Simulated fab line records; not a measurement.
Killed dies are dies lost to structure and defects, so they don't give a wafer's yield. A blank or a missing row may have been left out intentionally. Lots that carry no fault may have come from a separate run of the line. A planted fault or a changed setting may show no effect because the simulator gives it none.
Chamber matching | flow gf180mcu | 4 sister chambers for GF_V2_CMP_26 on cmp-02
The step polishes, stops on SiO2, t overpolish 15 s, target thk 0 nm. 8 wafers are shown with their chamber, then 9 later ones without.

== WAFERS WITH THEIR CHAMBER ==
wafer  | chamber | motorCurrentA (A) | timeToEndpointS (s)
L792.2 | 2       | 9.2               | 84
L794.4 | 1       | 10.4              | 92
L796.3 | 3       | 10.2              | 88
L796.4 | 0       | 9.9               | 87
L796.6 | 1       | 9.8               | 88
L804.4 | 2       | 9.4               | 82
L804.5 | 3       | 11.0              | 87
L804.6 | 0       | 9.5               | 87

== WAFERS MISSING THEIR CHAMBER ==
wafer  | motorCurrentA (A) | timeToEndpointS (s)
L805.1 | 9.8               | 88
L805.4 | 9.4               | 82
L805.6 | 9.3               | 85
L806.4 | 9.0               | 83
L806.5 | 9.1               | 79
L806.6 | 10.4              | 88
L807.4 | 9.0               | 79
L807.5 | 9.5               | 87
L807.6 | 10.9              | 90

== THE CHAMBER EACH PASSED THROUGH ==
wafer  | from the rows above          | in truth
L805.1 | can't be placed: 0 or 1 or 3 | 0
L805.4 | 2                            | 2
L805.6 | can't be placed: 2 or 0      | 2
L806.4 | 2                            | 2
L806.5 | 2                            | 2
L806.6 | can't be placed: 3 or 1 or 0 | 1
L807.4 | 2                            | 2
L807.5 | can't be placed: 0 or 1      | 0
L807.6 | can't be placed: 3 or 1 or 0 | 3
Correct placement for 4 of the 9. Can't be placed from these rows: 5 (the true chamber is among the candidates in 5). 0 placed wrongly.
How it was worked out, from the rows above alone: a wafer's distance from a chamber is the root of the sum, over the readings, of the square of ((its reading less the chamber's mean) divided by the reading's scatter). The wafer belongs to the nearest chamber; if the next one is less than 2 further off, it can't be placed. The mean given for a chamber averages the wafers shown for that chamber. The scatter: take each reading less its chamber's mean, square it, sum over the shown wafers, divide by the number of wafers less the number of chambers, and take the root.
